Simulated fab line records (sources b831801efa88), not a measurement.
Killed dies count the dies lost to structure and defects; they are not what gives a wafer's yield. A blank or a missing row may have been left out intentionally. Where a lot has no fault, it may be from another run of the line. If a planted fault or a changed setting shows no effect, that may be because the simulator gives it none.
8D (eight disciplines) problem report, filled in by code || flow sky130 || the parts of the form that need people (team, actions taken, sign-off) are left out

== 1. WHAT IS WRONG ==
Mean SD_P_TW at SKY_SD_P_TW_MEAS_11: 3023 over 6 wafers in 2 lots; fault-free wafers: 2845, standard deviation 16. Relative to the usual mean, that is a shift of +11 standard deviations.
First seen on wafer L156.2, day 29 12:26, on film_metro-03. The record has a number at this step for 33 wafers belonging to 11 lots. The rule behind "out" and "out of limits": a value lying over 4 standard deviations away from the usual mean. The rest of the wafers with a number are treated as sound.

== 2. WHAT IT IS; WHAT IT IS NOT ==
{"question": "which readings at this step", "is": "SD_P_TW", "is not": "-"}
{"question": "which lots", "is": "L156, L157", "is not": "L147, L149, L150, L153, L154, L155, L166, L167, L168"}
{"question": "which wafers of those lots", "is": "all that have a number", "is not": "-"}
{"question": "read on which gauges", "is": "film_metro-03", "is not": "film_metro-01, film_metro-04"}
{"question": "when", "is": "from day 29 12:26", "is not": "up to then (18 sound wafers); but 9 sound wafers of L166, L167, L168 came after"}

== 3. SUSPECTS, AND WHAT RULES EACH OUT ==
Counting: a tool at a process step up to the reading stays a suspect if it ran every lot that is out and no sound lot after the first of them.
- the gauge at SKY_SD_P_TW_MEAS_11 has been ruled out. All the wafers that are out were read on film_metro-03, but those of them that SKY_SD_P_IMPLANT_09 has rows for are out there too, on other tools.
- implanter-03 at SKY_SD_P_IMPLANT_09: ruled out as a lasting fault. The sound lots L166, L167 went through it after L156, its earliest lot that is out (day 29 12:12).
Left after counting: nothing in the record.

== 4. THE CAUSE (what the simulator had put in) ==
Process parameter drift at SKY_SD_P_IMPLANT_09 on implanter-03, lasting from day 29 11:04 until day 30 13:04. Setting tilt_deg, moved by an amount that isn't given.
Counting ruled it out, wrongly: the rule takes a fault to strike every lot that its tool runs from its start on, and this one did not.

== 5. THE EFFECT CHAIN, in route order ==
Each row: a reading where the mean over the struck wafers with a number is more than 3 standard deviations away from the usual. Only readings whose record carries a usual standard deviation are examined. hours: median over the lots of the time between each lot's start at the first step of this table that gives one and its start at this step. sigmas: the change, counted in usual standard deviations.
{"hours": 0, "step": "SKY_SD_P_IMPLANT_09", "reading": "tilt_deg", "usual": "-0.005 degrees", "on struck wafers": 6.268, "change": "+6.273", "sigmas": "+99 or more"}
{"hours": 0, "step": "SKY_SD_P_TW_MEAS_11", "reading": "SD_P_TW", "usual": 2845, "on struck wafers": 3023, "change": "+178", "sigmas": "+11"}
{"hours": 57, "step": "SKY_SD_N_RS_MEAS_17", "reading": "SD_P_RS", "usual": "147.1 ohm/sq", "on struck wafers": 138.2, "change": -8.9, "sigmas": -23}
Process steps it contains:
- SKY_SD_P_IMPLANT_09

== 6. WHAT WOULD HAVE CAUGHT IT SOONER ==
In this record the first reading out of limits at a measuring or inspecting step was taken at day 29 12:26, 1 hour after the fault began at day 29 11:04.
Tool's own readings at SKY_SD_P_IMPLANT_09, tilt_deg: out on all struck wafers the step has rows for; an alarm limit on them would have tripped on the first.
